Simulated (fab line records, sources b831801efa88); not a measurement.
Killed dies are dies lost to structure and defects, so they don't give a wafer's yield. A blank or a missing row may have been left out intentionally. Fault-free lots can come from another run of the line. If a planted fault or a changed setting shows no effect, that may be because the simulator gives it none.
Which of the tools did it? ; flow gf180mcu ; 36 wafers from 12 lots sampled at 2 of the route's 602 steps

== WHAT THE GAUGES READ, wafer by wafer ==
GF_V2_THK_MEAS_25: measures by xrf.
lot;measured;on;V2_W_THK (nm)
L075;day 20 13:37;film-metro-04;351 354 356
L077;day 21 14:52;film-metro-03;348 345 352
L079;day 22 08:29;film-metro-01;350 350 352
L081;day 23 06:20;film-metro-01;348 351 358
L083;day 23 19:18;film-metro-03;351 352 351
L085;day 24 07:49;film-metro-04;348 344 352
L087;day 25 03:40;film-metro-01;357 357 359
L089;day 25 17:11;film-metro-01;363 359 361
L091;day 26 07:26;film-metro-03;357 357 354
L093;day 26 21:29;film-metro-04;351 351 349
L095;day 27 10:26;film-metro-03;347 348 346
L097;day 27 23:33;film-metro-01;358 363 358

== WHAT TOOL EACH LOT RAN ON (gives the tool, then ch and the chambers of the sampled wafers, and finally the start) ==
lot;GF_V1_CVD_23
L075;cvd-w-01 ch 0,1, day 18 10:16
L077;cvd-w-01 ch 0,1, day 19 10:38
L079;cvd-w-01 ch 0,1, day 20 05:26
L081;cvd-w-02 ch 0,1, day 21 03:16
L083;cvd-w-02 ch 0,1, day 21 18:06
L085;cvd-w-02 ch 0,1, day 22 07:18
L087;cvd-w-02 ch 0,1, day 23 04:15
L089;cvd-w-01 ch 0,1, day 23 18:39
L091;cvd-w-01 ch 0, day 24 09:25
L093;cvd-w-01 ch 0, day 24 23:16
L095;cvd-w-02 ch 0,1, day 25 14:19
L097;cvd-w-02 ch 0,1, day 26 02:37
- GF_V1_CVD_23: deposits W, target thk 350 nm, time 105.05 s.

== THE ANSWER, worked out from the rows above alone ==
Rule: the lots themselves supply what counts as usual. The widest of any qualifying gaps counts: lots, ordered by their means at a reading, are off when they make up no more than a third of the lots, leave a main group of 4 or more, and stand apart from it by 3 or more times the standard deviation of that group's means. A main group is skipped when, at the precision printed for the reading in the tables above, its means are all equal. Also off: a lot with no number at a reading for which 4 or more lots have one. Where the step has rows for the other lots, those lots are counted as sound.
None of the lots is off at any reading shown; this tells nothing.

== WHAT THE SIMULATOR HAD INSERTED ==
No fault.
